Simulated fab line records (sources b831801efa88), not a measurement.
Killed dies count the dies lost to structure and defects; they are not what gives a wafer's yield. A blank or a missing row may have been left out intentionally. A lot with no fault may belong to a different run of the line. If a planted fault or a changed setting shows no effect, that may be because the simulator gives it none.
Which tool is to blame? -- flow sky130 -- 39 wafers from 13 lots sampled at 3 of the route's 708 steps

WHAT THE GAUGES SHOWED, per wafer
SKY_CAP2M_THK_MEAS_01. Usual: CAP2M_CVD_00_THK typically reads 15.56 nm, with standard deviation 0.2.
lot,measured,on,CAP2M_CVD_00_THK (nm),flag
L536,day 39 20:41,film metro-01,15.40 15.55 15.48,
L537,day 39 23:23,film metro-01,15.66 15.49 15.57,
L539,day 40 18:11,film metro-01,15.52 15.58 15.95,
L543,day 42 16:52,film metro-01,15.46 15.65 15.62,
L546,day 42 19:09,film metro-03,15.41 15.32 15.62,
L548,day 43 07:58,film metro-01,15.30 15.68 15.72,
L550,day 43 19:40,film metro-03,15.51 15.45 15.68,
L551,day 44 04:45,film metro-01,15.67 15.93 15.84,
L552,day 44 09:11,film metro-03,15.45 15.54 15.79,
L553,day 44 13:31,film metro-01,15.63 15.79 16.04,
L556,day 45 11:47,film metro-01,15.85 15.64 15.75,
L557,day 45 15:23,film metro-01,15.40 15.52 15.34,
L558,day 45 22:06,film metro-03,15.44 15.28 15.68,

SKY_VIA4_BOW_MEAS_03. Usual: VIA4_BOW typically reads 82 um, with standard deviation 7.
lot,measured,on,VIA4_BOW (um),flag
L536,day 41 22:40,film metro-02,77 102 79,
L537,day 42 01:14,film metro-04,81 86 81,
L539,day 42 20:46,film metro-04,70 77 68,
L543,day 44 16:51,film metro-04,83 73 81,
L546,day 44 19:39,film metro-04,79 101 72,
L548,day 45 06:19,film metro-04,92 80 87,
L550,day 45 17:52,film metro-01,98 89 70,
L551,day 46 02:11,film metro-02,77 72 82,
L552,day 46 05:40,film metro-04,75 89 89,
L553,day 46 10:22,film metro-04,78 81 83,
L556,day 47 07:19,film metro-01,90 85 88,
L557,day 47 10:54,film metro-01,81 81 85,
L558,day 47 16:36,film metro-04,93 75 80,

SKY_PASSIVATION_THK_MEAS_03. Usual: PASSIVATION_CVD_02_THK typically reads 540 nm, with standard deviation 6.6.
lot,measured,on,PASSIVATION_CVD_02_THK (nm),flag
L536,day 43 23:11,film metro-02,542 540 543,
L537,day 44 02:21,film metro-01,534 537 547,
L539,day 44 20:50,film metro-02,529 538 538,
L543,day 46 14:05,film metro-02,538 546 548,
L546,day 46 17:00,film metro-01,533 545 539,
L548,day 47 02:44,film metro-01,539 548 545,
L550,day 47 13:18,film metro-02,546 546 546,
L551,day 47 21:40,film metro-01,540 547 552,
L552,day 48 00:40,film metro-03,534 530 542,
L553,day 48 04:45,film metro-01,537 540 542,
L556,day 49 00:21,film metro-01,528 536 542,
L557,day 49 03:35,film metro-01,530 538 544,
L558,day 49 09:40,film metro-02,525 527 540,

WHICH TOOL RAN EACH LOT (tool, then ch and the chambers of the sampled wafers, then the start)
The record shows no process step preceding these readings.

AS READ BY THE TOOLS THEMSELVES (means over the sampled wafers that have a number; for cases with no such wafer, the mark the record gives instead)
The record holds no such reading with a usual standard deviation.

THE ANSWER, worked out from the rows above alone
Rule: take the mean of a lot's wafers that have a number; if it is more than 3 standard deviations from the usual mean, the lot is off. Also off: a lot with no number at a reading for which 4 or more lots have one. All remaining lots with rows at the step are treated as sound. After the gauges, taken in route order, come the tools' own readings; for these a lot's mean is taken, as printed above. The first step at which some lot is off is used, and at that step the reading that is off furthest; a lot without a number counts as furthest.
Across all readings shown, no lot is off: no conclusion can be drawn from this.

WHAT HAD BEEN PUT IN BY THE SIMULATOR
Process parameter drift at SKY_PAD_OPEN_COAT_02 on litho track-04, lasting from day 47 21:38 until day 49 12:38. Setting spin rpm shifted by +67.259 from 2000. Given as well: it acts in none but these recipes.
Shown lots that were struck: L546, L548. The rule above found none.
